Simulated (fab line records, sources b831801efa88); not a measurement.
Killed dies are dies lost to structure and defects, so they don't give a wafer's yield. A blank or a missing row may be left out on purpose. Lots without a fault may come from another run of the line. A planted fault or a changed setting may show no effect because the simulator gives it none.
fab line records | flow sky130
record lots=5 wafers=15 last_day=51
route steps=708 shown METAL1@448 VIA1@458 METAL2@483
lots that met no fault: from a run of the same line without faults
start_h: hours from the record's first day to the start of the lot's first wafer shown | wait_h: hours since the lot's step before | " the same as in the row above | L1.1+2: a row that stands for several wafers | - no value, or no start given | * or withheld: withheld | < > ~ a bound
route shown NAME@n: a module of which the file shows steps, and the number in the route of the first | usual: mean/standard deviation of fault-free wafers | same: alike in all rows | chamber/n: place in a boat | sites: the reading at each site | _std_site: their standard deviation | _edge_site: outer sites' mean less inner sites' | radius_mm: how far each site lies from the wafer's centre | mask NAME#n: copy n | behind: the tool/chamber that last shaped the wafer | hold: why the lot was held/for how many hours/how that ended | device: the transistor (n, p or np) that didn't switch | end of line: the same wafers' tests at the end of the route | a step without rows: its recipe alone | killed: dies lost to structure and defects at the first sort, not the wafer's yield | map: a wafer's dies, x killed, . not, _ none there
set.NAME: the setting as run; set.NAME@STEP: as run at that earlier step | model.NAME: the simulator's own value behind a step, which no gauge read
lots at some steps of the route; a table a step, a row a wafer
services: from which hour (start_h, from the record's first day; less than 0 if before it) a tool's chamber was out of use, for how many hours, and why
## steps
# step SKY_METAL1_DEVELOP_14
# recipe develop_time_s=60 resist=KrF-thick dev_temp_c=21
# columns lot.wafer tool chamber start_h wait_h
L084.1+2+5 litho_track-03 0 - -
L088.2+4+5 litho_track-04 0 - -
L091.1+2+4 litho_track-04 0 - -
L094.4+5+6 litho_track-02 0 - -
L096.2+5+6 litho_track-02 0 - -
# step SKY_METAL1_CD_MEAS_15
# recipe target_cd_nm=140
# usual cd_nm=139.5/1.8
# columns lot.wafer tool chamber start_h wait_h cd_nm
L084.1 cd_sem-01 - 833.61 - 141.7
L084.2 " - " " 143.7
L084.5 " - " " 141.7
L088.2 cd_sem-02 - 868.48 - 137.4
L088.4 " - " " 138.3
L088.5 " - " " 136.8
L091.1 cd_sem-01 - 890.51 - 140.5
L091.2 " - " " 141.1
L091.4 " - " " 139.0
L094.4 cd_sem-02 - 923.38 - 143.5
L094.5 " - " " 141.4
L094.6 " - " " 142.0
L096.2 cd_sem-02 - 956.24 - 139.2
L096.5 " - " " 138.4
L096.6 " - " " 139.2
# step SKY_METAL1_OVL_MEAS_16
# usual METAL1_OVL=0/5.1
# columns lot.wafer tool chamber start_h wait_h METAL1_OVL[nm]
L084.1 overlay-01 - 833.73 0.1 8
L084.2 " - " " -1
L084.5 " - " " 1
L088.2 overlay-01 - 868.58 0.1 4
L088.4 " - " " -9
L088.5 " - " " -3
L091.1 overlay-01 - 890.63 0.1 3
L091.2 " - " " -3
L091.4 " - " " -7
L094.4 overlay-01 - 923.46 0.1 4
L094.5 " - " " 0
L094.6 " - " " 3
L096.2 overlay-01 - 956.35 0.1 5
L096.5 " - " " 2
L096.6 " - " " -2
# step SKY_METAL1_DESCUM_17
# recipe chemistry=O2 source_power_w=150 bias_power_w=0 pressure_mtorr=10 temp_c=40 time_s=8
# usual drypump_motor_current_A=5.9/0.42 oes_product_au=1.001/0.0088
# columns lot.wafer tool chamber start_h wait_h drypump_motor_current_A oes_product_au rf_hours_counter_h
L084.1 rie_metal-03 1 833.77 0.0 6.4 1.000 8
L084.2 " 0 " " 5.9 1.012 0
L084.5 " 1 " " 6.4 0.991 -
L088.2 rie_metal-03 0 868.61 0.0 5.9 1.018 0
L088.4 " 1 " " 6.5 1.011 -
L088.5 " 0 " " 5.9 1.010 -
L091.1 rie_metal-01 1 890.67 0.0 6.2 0.996 3
L091.2 " 0 " " 5.5 0.989 12
L091.4 " 1 " " 6.2 0.997 -
L094.4 rie_metal-02 0 923.49 0.0 6.3 1.014 -
L094.5 " 0 " " 6.3 1.009 -
L094.6 " 1 " " 5.3 0.998 -
L096.2 rie_metal-03 1 956.38 0.0 6.4 1.011 12
L096.5 " 0 " " 5.9 1.005 -
L096.6 " 1 " " 6.4 1.002 -
# step SKY_METAL1_ETCH_18
# recipe chemistry=N2/H2 target=BARC ion_energy_ev=200 bias_w=100 pressure_mtorr=30 n2_flow_sccm=100 h2_flow_sccm=200 icp_w=500 stop_on=SiO2 time_s=45.9 target_depth_a=600
# usual drypump_motor_current_A=5.9/0.42 oes_product_au=0.859/0.0048 throttle_valve_pct=13.224/0.0096
# columns lot.wafer tool chamber start_h wait_h drypump_motor_current_A oes_product_au rf_hours_counter_h throttle_valve_pct
L084.1 rie_metal-03 1 833.80 0.0 6.4 0.865 8 13.236
L084.2 " 0 " " 5.9 0.865 0 13.218
L084.5 " 1 " " 6.4 0.855 - 13.219
L088.2 rie_metal-03 0 868.65 0.0 5.9 0.857 0 13.231
L088.4 " 1 " " 6.4 0.865 - 13.236
L088.5 " 0 " " 5.9 0.852 - 13.221
L091.1 rie_metal-01 1 890.70 0.0 6.2 0.865 3 13.234
L091.2 " 0 " " 5.5 0.857 12 13.225
L091.4 " 1 " " 6.2 0.864 - 13.234
L094.4 rie_metal-02 0 923.53 0.0 6.3 0.854 - 13.219
L094.5 " 0 " " 6.3 0.851 - 13.217
L094.6 " 1 " " 5.3 0.852 - 13.221
L096.2 rie_metal-03 1 956.41 0.0 6.5 0.862 12 13.216
L096.5 " 0 " " 5.9 0.844 - 13.224
L096.6 " 1 " " 6.4 0.863 - 13.236
# step SKY_METAL1_METAL_ETCH_19
# recipe target_depth_a=3600 stop_on=SiO2 over_etch_frac=0.3 time_s=78 chemistry=Cl2/BCl3 resist_sidewall_deg=88 pressure_mtorr=10 icp_w=900 bias_w=48.5 Cl2_flow_sccm=60 bcl3_flow_sccm=30
# usual drypump_motor_current_A=5.9/0.42 oes_product_au=0.853/0.0056 throttle_valve_pct=22.264/0.0095
# same over_etch_frac=0.3
# columns lot.wafer tool chamber start_h wait_h drypump_motor_current_A oes_product_au rf_hours_counter_h throttle_valve_pct
L084.1 rie_metal-03 1 833.86 0.0 6.4 0.850 8 22.239
L084.2 " 0 " " 5.9 0.853 0 22.250
L084.5 " 1 " " 6.4 0.844 - 22.257
L088.2 rie_metal-03 0 868.71 0.0 5.9 0.850 0 22.264
L088.4 " 1 " " 6.4 0.844 - 22.269
L088.5 " 0 " " 5.8 0.843 - 22.260
L091.1 rie_metal-01 1 890.76 0.0 6.2 0.862 3 22.267
L091.2 " 0 " " 5.5 0.849 12 22.262
L091.4 " 1 " " 6.2 0.844 - 22.272
L094.4 rie_metal-02 0 923.60 0.1 6.3 0.847 - 22.257
L094.5 " 0 " " 6.3 0.852 - 22.260
L094.6 " 1 " " 5.3 0.856 - 22.268
L096.2 rie_metal-03 1 956.47 0.0 6.5 0.850 12 22.260
L096.5 " 0 " " 5.9 0.848 - 22.265
L096.6 " 1 " " 6.4 0.847 - 22.276
# step SKY_METAL1_STRIP_20
# recipe chemistry=O2/N2 power_w=1400 pressure_mtorr=1500 platen_temp_c=withheld o2_flow_sccm=3000 n2_flow_sccm=300 overash_fraction=0.5
# usual drypump_motor_current_A=5.8/0.57 oes_product_au=0.342/0.005 strip_time_to_endpoint_s=2.70/0.038
# columns lot.wafer tool chamber start_h wait_h drypump_motor_current_A oes_product_au rf_hours_counter_h strip_time_to_endpoint_s
L084.1 plasma_asher-02 0 833.95 0.1 5.7 0.342 69 2.69
L084.2 " 1 " " 4.9 0.339 69 2.67
L084.5 " 1 " " 4.9 0.346 - 2.72
L088.2 plasma_asher-02 1 868.80 0.1 4.9 0.334 73 2.66
L088.4 " 1 " " 4.9 0.338 - 2.68
L088.5 " 1 " " 4.9 0.334 - 2.64
L091.1 plasma_asher-03 1 890.85 0.1 5.5 0.346 109 2.75
L091.2 " 0 " " 6.5 0.349 109 2.78
L091.4 " 0 " " 6.5 0.338 - 2.73
L094.4 plasma_asher-04 0 923.70 0.1 6.4 0.336 - 2.67
L094.5 " 0 " " 6.4 0.339 - 2.65
L094.6 " 1 " " 6.0 0.341 - 2.65
L096.2 plasma_asher-02 0 956.56 0.1 5.7 0.341 82 2.69
L096.5 " 1 " " 4.9 0.338 - 2.65
L096.6 " 0 " " 5.7 0.345 - 2.70
# step SKY_METAL1_STRIP_21
# recipe chemistry=post_etch_residue_remover time_s=1200 temp_c=72.5
# columns lot.wafer tool chamber start_h wait_h
L084.1+2+5 wet_bench-02 0 834.05 0.1
L088.2+4+5 wet_bench-01 3 868.90 0.1
L091.1+2+4 wet_bench-01 0 890.95 0.1
L094.4+5+6 wet_bench-03 1 923.76 0.0
L096.2+5+6 wet_bench-01 3 956.66 0.1
# step SKY_METAL1_CLEAN_22
# recipe chemistry=IPA time_s=180 temp_c=25
# columns lot.wafer tool chamber start_h wait_h
L084.1+2+5 wet_bench-03 0 834.40 0.0
L088.2+4+5 wet_bench-02 3 869.24 0.0
L091.1+2+4 wet_bench-03 0 891.32 0.0
L094.4+5+6 wet_bench-01 3 924.10 0.0
L096.2+5+6 wet_bench-02 0 957.04 0.0
# step SKY_METAL1_CLEAN_23
# recipe chemistry=O3/DIW dry=n2_spin
# columns lot.wafer tool chamber start_h wait_h
L084.1+2+5 wet_bench-02 1 834.45 0.0
L088.2+4+5 wet_bench-03 0 869.30 0.0
L091.1+2+4 wet_bench-01 1 891.38 0.0
L094.4+5+6 wet_bench-03 3 924.16 0.0
L096.2+5+6 wet_bench-03 3 957.09 0.0
# step SKY_VIA1_HDPCVD_00
# recipe material=SiO2 target_thk_nm=1030 sigma_open_frac=0.3 time_s=171.7 temp_c=400 sih4_flow_sccm=60 pressure_mtorr=6
# usual susceptor_temp_C=400.02/0.23
# columns lot.wafer tool chamber start_h wait_h susceptor_temp_C
L084.1 hdpcvd-02 2 834.55 0.0 400.00
L084.2 " 1 " " 400.02
L084.5 " 2 " " 399.80
L088.2 hdpcvd-01 0 869.40 0.0 400.46
L088.4 " 0 " " 399.81
L088.5 " 1 " " 400.02
L091.1 hdpcvd-01 2 891.48 0.0 399.78
L091.2 " 0 " " 399.97
L091.4 " 1 " " 400.02
L094.4 hdpcvd-01 0 924.31 0.1 399.99
L094.5 " 1 " " 399.65
L094.6 " 2 " " 399.61
L096.2 hdpcvd-01 0 966.10 8.9 399.70
L096.5 " 0 " " 399.89
L096.6 " 2 " " 399.98
# step SKY_VIA1_THK_MEAS_01
# recipe reads=SiO2_of_VIA1_HDPCVD_00
# usual VIA1_HDPCVD_THK=1035/9
# columns lot.wafer tool chamber start_h wait_h VIA1_HDPCVD_THK[nm]
L084.1 film_metro-04 - 834.66 0.1 1030
L084.2 " - " " 1037
L084.5 " - " " 1018
L088.2 film_metro-01 - 869.52 0.1 1021
L088.4 " - " " 1018
L088.5 " - " " 1036
L091.1 film_metro-02 - 891.59 0.1 1041
L091.2 " - " " 1036
L091.4 " - " " 1045
L094.4 film_metro-04 - 924.40 0.0 1039
L094.5 " - " " 1035
L094.6 " - " " 1034
L096.2 film_metro-01 - 966.22 0.1 1034
L096.5 " - " " 1029
L096.6 " - " " 1038
# step SKY_VIA1_CMP_02
# recipe material=SiO2 down_force_psi=4 platen_rpm=60 pad_velocity_m_s=0.94248
# usual edge_zone_pressure_frac=1.000/0.0045 motor_current_A=11.8/1.4 platen_rpm=60.00/0.043
# columns lot.wafer tool chamber start_h wait_h edge_zone_pressure_frac motor_current_A platen_rpm
L084.2 cmp-01 3 834.82 0.1 0.995 10.6 60.04
L084.1 " 0 " " 1.005 13.8 59.99
L084.5 " 1 " " 1.006 11.2 60.01
L088.2 cmp-01 1 869.62 0.1 1.004 11.7 59.96
L088.4 " 2 " " 1.000 10.3 60.08
L088.5 " 0 " " 0.993 14.1 59.88
L091.2 cmp-01 3 891.65 0.0 1.004 10.2 60.01
L091.1 " 0 " " 1.003 14.3 60.00
L091.4 " 1 " " 0.999 11.0 60.01
L094.4 cmp-01 2 924.58 0.2 1.008 10.8 60.04
L094.5 " 3 " " 1.001 10.3 60.01
L094.6 " 0 " " 1.001 13.6 59.99
L096.2 cmp-02 2 966.63 0.4 0.998 11.7 59.98
L096.6 " 1 " " 0.991 13.5 60.03
L096.5 " 2 " " 0.998 11.4 60.08
# step SKY_VIA1_BOW_MEAS_03
# recipe mode=bow
# usual VIA1_BOW=80/7.1
# columns lot.wafer tool chamber start_h wait_h VIA1_BOW[um]
L084.1 film_metro-02 - 835.02 0.1 87
L084.2 " - " " 78
L084.5 " - " " 81
L088.2 film_metro-04 - 869.89 0.2 81
L088.4 " - " " 78
L088.5 " - " " 67
L091.1 film_metro-02 - 891.95 0.2 83
L091.2 " - " " 74
L091.4 " - " " 85
L094.4 film_metro-04 - 924.79 0.2 76
L094.5 " - " " 90
L094.6 " - " " 80
L096.2 film_metro-02 - 966.94 0.3 67
L096.5 " - " " 80
L096.6 " - " " 70
# step SKY_VIA1_DEHYDRATE_04
# recipe temp_c=200 time_s=60
# usual heater_power_total_W=160.38/0.13
# columns lot.wafer tool chamber start_h wait_h heater_power_total_W
L084.1 litho_track-04 0 847.36 12.3 160.26
L084.2 " 0 " " 160.47
L084.5 " 0 " " 160.30
L088.2 litho_track-01 0 882.18 12.3 160.51
L088.4 " 0 " " 160.38
L088.5 " 0 " " 160.12
L091.1 litho_track-03 0 903.76 11.8 160.32
L091.2 " 0 " " 160.64
L091.4 " 0 " " 160.22
L094.4 litho_track-04 0 936.03 11.2 160.39
L094.5 " 0 " " 160.26
L094.6 " 0 " " 160.55
L096.2 litho_track-04 0 976.33 9.4 160.42
L096.5 " 0 " " 160.30
L096.6 " 0 " " 160.32
# step SKY_VIA1_HMDS_05
# recipe prime_time_s=60 prime_temp_c=120
# same prime_time_s=60
# columns lot.wafer tool chamber start_h wait_h
L084.1+2+5 litho_track-04 0 847.51 0.1
L088.2+4+5 litho_track-01 0 882.33 0.1
L091.1+2+4 litho_track-03 0 903.91 0.1
L094.4+5+6 litho_track-04 0 936.18 0.1
L096.2+5+6 litho_track-04 0 976.48 0.1
# step SKY_VIA1_COAT_06
# recipe resist=BARC temp_c=withheld time_s=withheld spin_rpm=3000 resist_thk_nm=60
# columns lot.wafer tool chamber start_h wait_h
L084.1+2+5 litho_track-04 0 847.66 0.1
L088.2+4+5 litho_track-01 0 882.48 0.1
L091.1+2+4 litho_track-03 0 904.06 0.1
L094.4+5+6 litho_track-04 0 936.33 0.1
L096.2+5+6 litho_track-04 0 976.63 0.1
# step SKY_VIA1_COAT_07
# recipe resist=KrF-thick spin_rpm=3000 resist_thk_nm=450
# columns lot.wafer tool chamber start_h wait_h
L084.1+2+5 litho_track-04 0 - -
L088.2+4+5 litho_track-01 0 - -
L091.1+2+4 litho_track-03 0 - -
L094.4+5+6 litho_track-04 0 - -
L096.2+5+6 litho_track-04 0 - -
# step SKY_VIA1_SOFTBAKE_08
# recipe temp_c=100 time_s=86.58 resist=KrF-thick
# usual heater_power_total_W=58.08/0.093
# columns lot.wafer tool chamber start_h wait_h heater_power_total_W
L084.1 litho_track-04 0 - - 58.17
L084.2 " 0 " " 58.03
L084.5 " 0 " " 58.08
L088.2 litho_track-01 0 - - 58.04
L088.4 " 0 " " 58.20
L088.5 " 0 " " 57.96
L091.1 litho_track-03 0 - - 58.15
L091.2 " 0 " " 58.13
L091.4 " 0 " " 57.96
L094.4 litho_track-04 0 - - 57.90
L094.5 " 0 " " 57.97
L094.6 " 0 " " 57.94
L096.2 litho_track-04 0 - - 58.14
L096.5 " 0 " " 58.09
L096.6 " 0 " " 58.14
# step SKY_VIA1_EXPOSE_09
# recipe mask_id=VIM na=0.8 source_shape=annular sigma_inner=0.55 sigma_outer=0.85 target_cd_nm=150 dose_mj=38
# same na=0.8
# columns lot.wafer tool chamber start_h wait_h mask
L084.1+2+5 krf_scanner-02 0 - - VIM#0
L088.2+4+5 krf_scanner-02 0 - - VIM#0
L091.1+2+4 krf_scanner-02 0 - - VIM#0
L094.4+5+6 krf_scanner-01 0 - - VIM#0
L096.2+5+6 krf_scanner-02 0 - - VIM#0
# step SKY_VIA1_PEB_10
# recipe peb_temp_c=withheld peb_time_s=withheld resist=KrF-thick
# columns lot.wafer tool chamber start_h wait_h
L084.1+2+5 litho_track-04 0 - -
L088.2+4+5 litho_track-03 0 - -
L091.1+2+4 litho_track-01 0 - -
L094.4+5+6 litho_track-01 0 - -
L096.2+5+6 litho_track-01 0 - -
# step SKY_VIA1_DEVELOP_11
# recipe develop_time_s=60 resist=KrF-thick dev_temp_c=21
# columns lot.wafer tool chamber start_h wait_h
L084.1+2+5 litho_track-04 0 - -
L088.2+4+5 litho_track-03 0 - -
L091.1+2+4 litho_track-01 0 - -
L094.4+5+6 litho_track-01 0 - -
L096.2+5+6 litho_track-01 0 - -
# step SKY_VIA1_CD_MEAS_12
# recipe target_cd_nm=150
# usual cd_nm=149.9/1.8
# columns lot.wafer tool chamber start_h wait_h cd_nm
L084.1 cd_sem-02 - 861.06 - 147.9
L084.2 " - " " 146.4
L084.5 " - " " 146.1
L088.2 cd_sem-01 - 895.53 - 151.1
L088.4 " - " " 152.3
L088.5 " - " " 151.8
L091.1 cd_sem-01 - 917.01 - 152.0
L091.2 " - " " 149.2
L091.4 " - " " 152.4
L094.4 cd_sem-01 - 948.72 - 146.5
L094.5 " - " " 145.3
L094.6 " - " " 145.4
L096.2 cd_sem-01 - 990.08 - 152.7
L096.5 " - " " 152.2
L096.6 " - " " 152.0
# step SKY_VIA1_OVL_MEAS_13
# usual VIA1_OVL=2/5.8
# columns lot.wafer tool chamber start_h wait_h VIA1_OVL[nm]
L084.1 overlay-01 - 861.18 0.1 -5
L084.2 " - " " 2
L084.5 " - " " -2
L088.2 overlay-01 - 895.64 0.1 3
L088.4 " - " " 6
L088.5 " - " " 7
L091.1 overlay-01 - 917.13 0.1 10
L091.2 " - " " 2
L091.4 " - " " 4
L094.4 overlay-02 - 948.80 0.1 6
L094.5 " - " " -2
L094.6 " - " " 4
L096.2 overlay-02 - 990.18 0.1 15
L096.5 " - " " 1
L096.6 " - " " 15
# step SKY_VIA1_ETCH_14
# recipe chemistry=N2/H2 target=BARC ion_energy_ev=200 source_w=500 bias_w=100 pressure_mtorr=30 n2_flow_sccm=100 h2_flow_sccm=200 stop_on=SiO2 time_s=45.9 target_depth_a=600
# usual drypump_motor_current_A=5.7/0.35 oes_product_au=0.856/0.0047 throttle_valve_pct=13.225/0.0093
# columns lot.wafer tool chamber start_h wait_h drypump_motor_current_A oes_product_au rf_hours_counter_h throttle_valve_pct
L084.1 rie_diel-03 3 861.21 0.0 5.1 0.861 23 13.226
L084.2 " 0 " " 5.5 0.856 27 13.226
L084.5 " 3 " " 5.1 0.852 - 13.221
L088.2 rie_diel-02 3 895.67 0.0 5.7 0.849 11 13.233
L088.4 " 0 " " 5.9 0.849 5 13.212
L088.5 " 1 " " 5.9 0.856 - 13.235
L091.1 rie_diel-03 3 917.16 0.0 5.1 0.855 25 13.234
L091.2 " 1 " " 5.2 0.856 15 13.210
L091.4 " 2 " " 5.7 0.854 - 13.213
L094.4 rie_diel-04 1 948.81 0.0 6.0 0.857 17 13.216
L094.5 " 0 " " 5.5 0.853 - 13.228
L094.6 " 1 " " 5.9 0.860 - 13.235
L096.2 rie_diel-04 1 990.21 0.0 6.0 0.853 18 13.214
L096.5 " 0 " " 5.5 0.856 - 13.228
L096.6 " 3 " " 6.6 0.858 - 13.236
# step SKY_VIA1_ETCH_15
# recipe target=SiO2 chemistry=C4F8/O2/Ar target_depth_nm=351 stop_on=TiN mask_material=KrF-thick source_w=1500 bias_w=1200 pressure_mtorr=40 c4f8_flow_sccm=withheld O2_flow_sccm=6 Ar_flow_sccm=300 time_s=54
# usual oes_product_au=0.982/0.0051
# columns lot.wafer tool chamber start_h wait_h oes_product_au rf_hours_counter_h
L084.1 rie_diel-03 3 861.26 0.0 0.979 23
L084.2 " 0 " " 0.982 27
L084.5 " 3 " " 0.983 -
L088.2 rie_diel-02 3 895.71 0.0 0.981 11
L088.4 " 0 " " 0.987 5
L088.5 " 1 " " 0.980 -
L091.1 rie_diel-03 3 917.21 0.0 0.984 25
L091.2 " 1 " " 0.974 15
L091.4 " 2 " " 0.982 -
L094.4 rie_diel-04 1 948.86 0.0 0.990 17
L094.5 " 0 " " 0.977 -
L094.6 " 1 " " 0.979 -
L096.2 rie_diel-04 1 990.26 0.0 0.981 18
L096.5 " 0 " " 0.977 -
L096.6 " 3 " " 0.982 -
# step SKY_VIA1_STRIP_16
# recipe chemistry=O2/N2 power_w=1400 pressure_mtorr=1500 platen_temp_c=withheld o2_flow_sccm=3000 n2_flow_sccm=300 overash_fraction=0.5
# usual drypump_motor_current_A=5.7/0.52 oes_product_au=0.416/0.0045 strip_time_to_endpoint_s=4.467/0.021
# columns lot.wafer tool chamber start_h wait_h drypump_motor_current_A oes_product_au rf_hours_counter_h strip_time_to_endpoint_s
L084.1 plasma_asher-04 1 861.30 0.0 6.0 0.415 44 4.464
L084.2 " 0 " " 6.4 0.419 44 4.433
L084.5 " 1 " " 6.0 0.422 - 4.482
L088.2 plasma_asher-04 1 895.76 0.0 6.0 0.419 48 4.510
L088.4 " 0 " " 6.4 0.429 - 4.475
L088.5 " 0 " " 6.5 0.410 - 4.496
L091.1 plasma_asher-02 0 917.25 0.0 5.7 0.414 78 4.466
L091.2 " 1 " " 4.9 0.414 78 4.474
L091.4 " 1 " " 4.9 0.418 - 4.475
L094.4 plasma_asher-04 1 948.94 0.1 5.9 0.418 - 4.435
L094.5 " 0 " " 6.4 0.416 - 4.470
L094.6 " 1 " " 6.0 0.415 - 4.437
L096.2 plasma_asher-02 0 990.30 0.0 5.7 0.417 85 4.425
L096.5 " 0 " " 5.7 0.422 - 4.453
L096.6 " 1 " " 4.9 0.414 - 4.453
# step SKY_VIA1_STRIP_17
# recipe chemistry=post_etch_residue_remover time_s=1200 temp_c=72.5
# columns lot.wafer tool chamber start_h wait_h
L084.1+2+5 wet_bench-03 2 861.40 0.1
L088.2+4+5 wet_bench-04 1 895.86 0.1
L091.1+2+4 wet_bench-04 2 917.35 0.1
L094.4+5+6 wet_bench-01 1 949.00 0.0
L096.2+5+6 wet_bench-04 3 990.40 0.1
# step SKY_VIA1_CLEAN_18
# recipe chemistry=IPA time_s=180 temp_c=25
# columns lot.wafer tool chamber start_h wait_h
L084.1+2+5 wet_bench-01 0 861.75 0.0
L088.2+4+5 wet_bench-03 0 896.20 0.0
L091.1+2+4 wet_bench-03 0 917.69 0.0
L094.4+5+6 wet_bench-03 1 949.38 0.0
L096.2+5+6 wet_bench-01 1 990.74 0.0
# step SKY_VIA1_CLEAN_19
# recipe chemistry=O3/DIW dry=n2_spin
# columns lot.wafer tool chamber start_h wait_h
L084.1+2+5 wet_bench-03 0 861.80 0.0
L088.2+4+5 wet_bench-01 3 896.26 0.0
L091.1+2+4 wet_bench-04 3 917.75 0.0
L094.4+5+6 wet_bench-01 0 949.43 0.0
L096.2+5+6 wet_bench-01 3 990.80 0.0
# step SKY_VIA1_SPUTTER_20
# recipe material=TiN target_thk_nm=20 chamber_pressure_pa=4.854 power_w=4000 time_s=80
# usual throttle_valve_pct=30.3/1.1
# columns lot.wafer tool chamber start_h wait_h throttle_valve_pct
L084.1 pvd_sputter-03 - 861.90 0.0 28.4
L084.2 " - " " 30.2
L084.5 " - " " 30.0
L088.2 pvd_sputter-04 - 896.35 0.0 29.8
L088.4 " - " " 29.9
L088.5 " - " " 31.3
L091.1 pvd_sputter-01 - 917.84 0.0 30.8
L091.2 " - " " 32.8
L091.4 " - " " 30.6
L094.4 pvd_sputter-04 - 949.56 0.0 29.6
L094.5 " - " " 31.3
L094.6 " - " " 29.7
L096.2 pvd_sputter-03 - 990.89 0.0 30.3
L096.5 " - " " 29.4
L096.6 " - " " 30.2
# step SKY_VIA1_CVD_21
# recipe material=W target_thk_nm=270 time_s=80.902 temp_c=400 pressure_torr=40
# usual heater_power_w=782/48 susceptor_temp_C=400.01/0.21
# columns lot.wafer tool chamber start_h wait_h heater_power_w susceptor_temp_C
L084.1 cvd_w-01 0 861.96 0.0 764 399.98
L084.2 " 1 " " 794 399.78
L084.5 " 0 " " 751 400.13
L088.2 cvd_w-01 1 896.41 0.0 771 400.07
L088.4 " 0 " " 745 400.27
L088.5 " 1 " " 747 399.63
L091.1 cvd_w-01 1 917.91 0.0 763 400.37
L091.2 " 0 " " 750 400.20
L091.4 " 0 " " 742 399.90
L094.4 cvd_w-01 1 949.63 0.0 757 399.81
L094.5 " 1 " " 771 399.80
L094.6 " 0 " " 753 400.09
L096.2 cvd_w-02 1 990.96 0.0 734 400.05
L096.5 " 1 " " 741 399.74
L096.6 " 0 " " 820 399.96
# step SKY_VIA1_RS_MEAS_22
# recipe thk_meas_gauge=four-point-probe reads=W_of_VIA1_CVD_21+TiN_of_VIA1_SPUTTER_20
# usual VIA1_W_RS=0.421/0.006
# columns lot.wafer tool chamber start_h wait_h VIA1_W_RS[ohm/sq]
L084.1 film_metro-04 - 862.06 0.1 0.425
L084.2 " - " " 0.418
L084.5 " - " " 0.426
L088.2 film_metro-04 - 896.52 0.1 0.415
L088.4 " - " " 0.433
L088.5 " - " " 0.420
L091.1 film_metro-01 - 918.00 0.1 0.421
L091.2 " - " " 0.429
L091.4 " - " " 0.430
L094.4 film_metro-04 - 949.75 0.1 0.416
L094.5 " - " " 0.419
L094.6 " - " " 0.427
L096.2 film_metro-04 - 991.11 0.1 0.416
L096.5 " - " " 0.417
L096.6 " - " " 0.425
# step SKY_VIA1_THK_MEAS_23
# recipe thk_meas_gauge=xrf reads=W_of_VIA1_CVD_21
# usual VIA1_W_THK=268/4.5
# columns lot.wafer tool chamber start_h wait_h VIA1_W_THK[nm]
L084.1 film_metro-04 - 862.18 0.1 267
L084.2 " - " " 270
L084.5 " - " " 265
L088.2 film_metro-04 - 896.63 0.1 273
L088.4 " - " " 264
L088.5 " - " " 270
L091.1 film_metro-01 - 918.12 0.1 264
L091.2 " - " " 259
L091.4 " - " " 257
L094.4 film_metro-04 - 949.84 0.1 273
L094.5 " - " " 272
L094.6 " - " " 267
L096.2 film_metro-04 - 991.22 0.1 275
L096.5 " - " " 274
L096.6 " - " " 268
# step SKY_VIA1_CMP_24
# recipe stop_on=SiO2 t_overpolish_s=15 down_force_psi=3.5 platen_rpm=60 target_thk_nm=0 pad_velocity_m_s=0.94248
# usual edge_zone_pressure_frac=1.000/0.0053 motor_current_A=10.7/1.2 overpolish_run_s=15.001/0.0094 platen_rpm=60.00/0.041 time_to_endpoint_s=65.2/2.8
# columns lot.wafer tool chamber start_h wait_h edge_zone_pressure_frac motor_current_A overpolish_run_s platen_rpm time_to_endpoint_s
L084.2 cmp-02 1 862.24 0.0 0.997 12.2 15.018 60.09 61.9
L084.1 " 0 " " 1.004 9.6 14.991 59.96 62.1
L084.5 " 1 " " 1.000 12.2 14.997 60.05 60.1
L088.4 cmp-02 1 896.73 0.1 1.003 11.9 15.002 60.00 61.1
L088.2 " 2 " " 0.997 10.7 15.001 60.02 63.8
L088.5 " 0 " " 0.996 9.8 14.995 59.98 65.6
L091.2 cmp-01 0 918.18 0.0 1.005 12.7 14.991 60.08 66.5
L091.4 " 1 " " 0.998 10.0 14.991 60.09 69.7
L091.1 " 2 " " 0.999 9.8 15.010 60.02 69.0
L094.4 cmp-01 3 950.02 0.2 0.997 9.6 14.993 60.06 65.7
L094.6 " 0 " " 0.997 13.6 15.024 59.96 66.4
L094.5 " 1 " " 1.015 10.3 14.987 59.99 66.0
L096.2 cmp-02 2 991.39 0.2 0.999 11.2 14.996 60.01 65.2
L096.5 " 2 " " 1.003 10.3 15.002 59.99 65.1
L096.6 " 3 " " 0.996 11.2 15.001 60.04 69.2
# step SKY_METAL2_SPUTTER_00
# recipe material=Ti target_thk_nm=15 power_w=3000 time_s=10 chamber_pressure_pa=0.4
# usual throttle_valve_pct=30.0/1.1
# columns lot.wafer tool chamber start_h wait_h throttle_valve_pct
L084.1 pvd_sputter-04 - 862.54 0.1 30.0
L084.2 " - " " 28.0
L084.5 " - " " 28.0
L088.2 pvd_sputter-04 - 896.98 0.1 29.7
L088.4 " - " " 29.5
L088.5 " - " " 31.3
L091.1 pvd_sputter-03 - 918.48 0.1 29.7
L091.2 " - " " 30.9
L091.4 " - " " 30.2
L094.4 pvd_sputter-04 - 950.17 0.1 29.9
L094.5 " - " " 29.7
L094.6 " - " " 28.0
L096.2 pvd_sputter-02 - 991.69 0.2 31.7
L096.5 " - " " 30.7
L096.6 " - " " 30.1
# step SKY_METAL2_SPUTTER_01
# recipe material=TiN target_thk_nm=20 power_w=6500 time_s=16.7 chamber_pressure_pa=0.4
# usual throttle_valve_pct=30.0/1.1
# columns lot.wafer tool chamber start_h wait_h throttle_valve_pct
L084.1 pvd_sputter-04 - 862.56 0.0 30.1
L084.2 " - " " 28.0
L084.5 " - " " 27.6
L088.2 pvd_sputter-04 - 897.01 0.0 30.2
L088.4 " - " " 29.3
L088.5 " - " " 31.3
L091.1 pvd_sputter-03 - 918.50 0.0 29.5
L091.2 " - " " 31.3
L091.4 " - " " 30.1
L094.4 pvd_sputter-04 - 950.19 0.0 29.7
L094.5 " - " " 29.7
L094.6 " - " " 28.0
L096.2 pvd_sputter-02 - 991.71 0.0 31.7
L096.5 " - " " 30.4
L096.6 " - " " 30.0
## services
# columns tool chamber start_h hours kind
pvd_sputter-03 - 815.93 4.4 repair
rie_metal-03 - 819.33 0.5 repair
cvd_w-01 0 836.66 3.2 repair
rie_metal-03 - 836.86 28.1 pm
cmp-01 - 838.77 0.2 repair
cmp-02 - 852.85 0.6 repair
pvd_sputter-03 - 868.06 1.0 repair
krf_scanner-02 - 894.69 0.8 pm
krf_scanner-02 - 902.01 1.0 pm
cmp-02 - 912.00 4.0 pm
cmp-02 - 916.51 7.4 repair
krf_scanner-02 - 919.92 0.6 repair
cmp-02 - 923.87 5.9 pm
rie_metal-03 - 926.66 0.4 repair
krf_scanner-02 - 940.29 5.5 repair
cmp-02 - 944.50 1.1 repair
krf_scanner-02 - 946.92 1.3 pm
rie_metal-02 1 947.03 5.7 repair
hdpcvd-01 - 950.25 15.0 pm
rie_metal-02 0 951.45 15.9 repair
krf_scanner-02 - 953.15 2.6 repair
cmp-02 - 969.03 0.2 repair
cmp-01 - 971.42 7.8 repair
wet_bench-04 - 976.62 1.4 repair
## key
fault none
